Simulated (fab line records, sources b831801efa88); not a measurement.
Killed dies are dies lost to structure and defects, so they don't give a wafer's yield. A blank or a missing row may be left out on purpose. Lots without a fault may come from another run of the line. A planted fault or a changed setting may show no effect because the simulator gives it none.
Problem report in the 8D (eight disciplines) form, filled by code | flow sky130 | the parts of the form that need people (team, actions taken, sign-off) are left out

1. THE PROBLEM
CONTACT_HDPCVD_THK at SKY_CONTACT_THK_MEAS_03 reads a mean of 856 nm on 6 wafers of 2 lots; wafers without a fault read 565 nm with a standard deviation of 7. That is +42 standard deviations from the usual mean.
First seen on wafer L132.1, day 34 08:31, on film_metro-04. The record holds 33 wafers of 11 lots with a number at this step. Rule for "out", or "out of limits": more than 4 standard deviations from the usual mean. The other wafers with a number count as sound.

2. WHAT IT IS AND WHAT IT IS NOT
question                    | is                           | is not
which readings at this step | CONTACT_HDPCVD_THK           | -
which lots                  | L132, L133                   | L121, L122, L123, L125, L130, L136, L138, L141, L144
which wafers of those lots  | all that have a number       | -
read on which gauges        | film_metro-02, film_metro-04 | film_metro-01
when                        | from day 34 08:31            | up to then (15 sound wafers); but 12 sound wafers of L136, L138, L141, L144 came after

3. SUSPECTS, AND WHAT RULES EACH OUT
Counting: a tool at a process step up to the reading stays a suspect if it ran every lot that is out and no sound lot after the first of them.
- the gauge at SKY_CONTACT_THK_MEAS_03: ruled out. The wafers that are out were read on 2 gauges (film_metro-02, film_metro-04).
- cmp-02 at SKY_LI_CONTACT_CMP_24 (polishes, stops on PSG, t overpolish 20 s, target thk 0 nm): ruled out as a lasting fault. Sound lots L138, L144 ran on it after its first lot that is out, L132 (day 33 03:54).
- plasma_asher-01 at SKY_LOCAL_INTERCONNECT_STRIP_15 (strips in O2/N2): ruled out as a lasting fault. Sound lots L138, L144 ran on it after its first lot that is out, L132 (day 34 07:45).
- hdpcvd-01 at SKY_CONTACT_HDPCVD_02 (deposits SiO2, target thk 565 nm, time 94.2 s): kept. It ran every lot that is out, first L132 (day 34 08:26), and no sound lot after that; its last sound lot up to then is L130 (day 34 03:35).
Left after counting: hdpcvd-01 at SKY_CONTACT_HDPCVD_02.

4. THE CAUSE (what the simulator had put in)
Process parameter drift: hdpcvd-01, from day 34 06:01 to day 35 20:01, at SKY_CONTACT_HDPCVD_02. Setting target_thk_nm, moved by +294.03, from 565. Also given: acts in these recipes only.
Counting left only this tool.

5. THE CHAIN OF EFFECTS, in route order
Each row: a reading whose mean over the struck wafers that have a number lies more than 3 standard deviations from the usual. Only readings for which the record gives a usual standard deviation are gone through. hours: the time from each lot's start at the first step in this table that gives one to its start at this step, as a median over the lots. sigmas: the change in usual standard deviations.
hours | step                    | reading            | usual  | on struck wafers | change | sigmas
0     | SKY_CONTACT_THK_MEAS_03 | CONTACT_HDPCVD_THK | 565 nm | 856              | +291   | +42
0     | SKY_CONTACT_CMP_04      | time_to_endpoint_s | 85 s   | 195              | +110   | +24
The process steps in it:
- SKY_CONTACT_CMP_04: polishes SiO2.
Later measuring or inspecting steps at which every struck wafer that the step has a row for has a number for every such reading, and none has moved that far: SKY_CONTACT_OVL_MEAS_15.

6. WHAT WOULD HAVE CAUGHT IT SOONER
In this record the first reading out of limits at a measuring or inspecting step was taken at day 34 08:31, 2 hours after the fault began at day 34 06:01.
Of the lots that are out (2), L133 began SKY_CONTACT_HDPCVD_02 on hdpcvd-01 after day 34 08:31. A hold on the tool at that time would have spared it.
